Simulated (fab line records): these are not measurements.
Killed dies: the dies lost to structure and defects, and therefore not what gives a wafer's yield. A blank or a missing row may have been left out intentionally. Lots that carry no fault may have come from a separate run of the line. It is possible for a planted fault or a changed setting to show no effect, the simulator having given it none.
A struck lot beside a sound one ; flow sky130 ; 16 steps out of a route of 708
Sound: these wafers, L887.2, L887.3, L887.4. Struck: wafers L894.4, L894.6 (left out: L894.5, a lot-mate that was not struck); the cause follows at the end.
Per side, at each step with rows, come the tool, then ch with its chambers, and then its first start. Under that, the readings that differ: sound wafers ; struck wafers ; difference of the means ; sigmas: that difference in standard deviations of wafers without a fault.
alike: a reading whose means differ by less than 2 such deviations, as well as words and numbers matching on both sides. not compared: withheld readings; readings where some wafer has no value; bounds like >300 that might hide an equal value; numbers whose values overlap and for which the record gives no deviation.
Wherever a step has rows on one side only, a row that says differs or no value, or a row with sigmas, the two part there. Numbers that have no deviation but don't overlap get no sigmas and don't part them. A reading missing from all wafers of one side parts the sides only when that side holds two or more wafers.

SKY_NWELL_OVL_MEAS_10:
  sound: overlay-01 at day 6 21:22; struck: overlay-01 at day 8 14:50
reading;sound;struck;difference;sigmas
NWELL_00_OVL (nm);0.0 -1.5 0.1;1.5 2.4;+2.4;+2
then, 3 steps without rows for these wafers: SKY_NWELL_IMPLANT_11; SKY_NWELL_IMPLANT_12; SKY_NWELL_IMPLANT_13.
SKY_NWELL_STRIP_14: strips in O2/N2.
  sound on plasmaAsher-04 ch 0,1, day 6 21:51; struck on plasmaAsher-02 ch 0, day 8 15:20
reading;sound;struck;difference;sigmas
stripTimeToEndpointS (s);36.66 36.80 36.77;37.01 37.06;+0.29;+2
  alike: drypumpMotorCurrentA, oesProductAu
  not compared: rfHoursCounterH
SKY_NWELL_TW_MEAS_15:
  sound: filmMetro-01 at day 6 21:58; struck: filmMetro-04 at day 8 15:26
  alike: NWELL_TW
then, 6 steps without rows for these wafers: SKY_NWELL_DEHYDRATE_16 (time 60 s); SKY_NWELL_HMDS_17 (prime time 60 s); SKY_NWELL_COAT_18 (resist thk 3000 nm); SKY_NWELL_SOFTBAKE_19; SKY_NWELL_EXPOSE_20 (exposes mask NWM COMPLEMENT, target cd 840 nm); SKY_NWELL_PEB_21.
SKY_NWELL_DEVELOP_22: develop time 60 s.
  sound on lithoTrack-03 ch 0, day 7 17:00; struck on lithoTrack-01 ch 0, day 9 12:00
SKY_NWELL_OVL_MEAS_23:
  sound: overlay-02 at day 7 17:57; struck: overlay-01 at day 9 12:50
reading;sound;struck;difference;sigmas
NWELL_01_OVL (nm);1.5 1.2 1.1;- -;no value on the struck wafers;
following that, these wafers have no rows for 1 step: SKY_NWELL_IMPLANT_24.
-- the record jumps here: 41 days lie between the struck wafers' starts before and after (it left off in module NWELL and takes up again in module PAD_OPEN, whose first step shown is number 708 of the route) --
SKY_PAD_OPEN_PROBE_99:
  the record has rows for the struck wafers here (prober-02, day 50 14:56) and none for the sound ones

## WHERE THEY PART
Last at SKY_PAD_OPEN_PROBE_99 as far as this record goes, first at SKY_NWELL_OVL_MEAS_10.

WHY: whatever the simulator had introduced
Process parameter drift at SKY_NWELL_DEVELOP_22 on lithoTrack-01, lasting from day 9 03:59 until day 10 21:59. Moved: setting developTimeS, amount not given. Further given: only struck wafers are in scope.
